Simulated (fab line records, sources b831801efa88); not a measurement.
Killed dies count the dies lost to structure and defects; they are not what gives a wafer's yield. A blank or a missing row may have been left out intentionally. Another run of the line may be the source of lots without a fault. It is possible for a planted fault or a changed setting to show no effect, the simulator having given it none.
Matching of chambers	flow gf180mcu	pecvd-01 running GF_V5_CVD_02: 3 sister chambers
The step deposits SiO2 from TEOS, target thk 1450 nm, time 163.28 s. 6 wafers are shown with their chamber, then 8 later ones without.

EACH WAFER AND ITS CHAMBER
wafer	chamber	heater_power_w (W)	rf_fwd_power_W (W)
L086.1	1	669	595.4
L086.4	2	685	595.5
L087.2	2	720	599.4
L087.5	0	484	593.6
L087.6	1	649	599.8
L094.2	0	560	597.9

WAFERS WITHOUT THEIR CHAMBER
wafer	heater_power_w (W)	rf_fwd_power_W (W)
L094.5	613	599.4
L094.6	547	595.4
L095.1	579	598.0
L095.3	704	597.5
L095.6	535	599.2
L096.3	487	600.0
L096.4	556	597.1
L096.6	671	598.3

WHICH CHAMBER EACH ONE RAN IN
wafer	from the rows above	in truth
L094.5	can't be placed: 1 or 2 or 0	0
L094.6	0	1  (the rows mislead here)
L095.1	can't be placed: 0 or 1 or 2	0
L095.3	can't be placed: 2 or 1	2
L095.6	0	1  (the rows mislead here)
L096.3	0	0
L096.4	can't be placed: 0 or 1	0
L096.6	can't be placed: 1 or 2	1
Correct placement for 1 of the 8. Unplaceable from these rows: 5, with the true chamber sitting among the candidates in 5. Wrongly placed: 2.
How it was worked out, from the rows above alone: a wafer's distance from a chamber is the root of the sum, over the readings, of the square of ((its reading less the chamber's mean) divided by the reading's scatter). If the next closest chamber is less than 2 further off than the closest, the wafer can't be placed; otherwise it belongs to the closest. The mean given for a chamber averages the wafers shown for that chamber. The scatter is the square root of a quotient: the sum, over the shown wafers, of each reading's squared deviation from its chamber's mean, divided by wafers minus chambers.
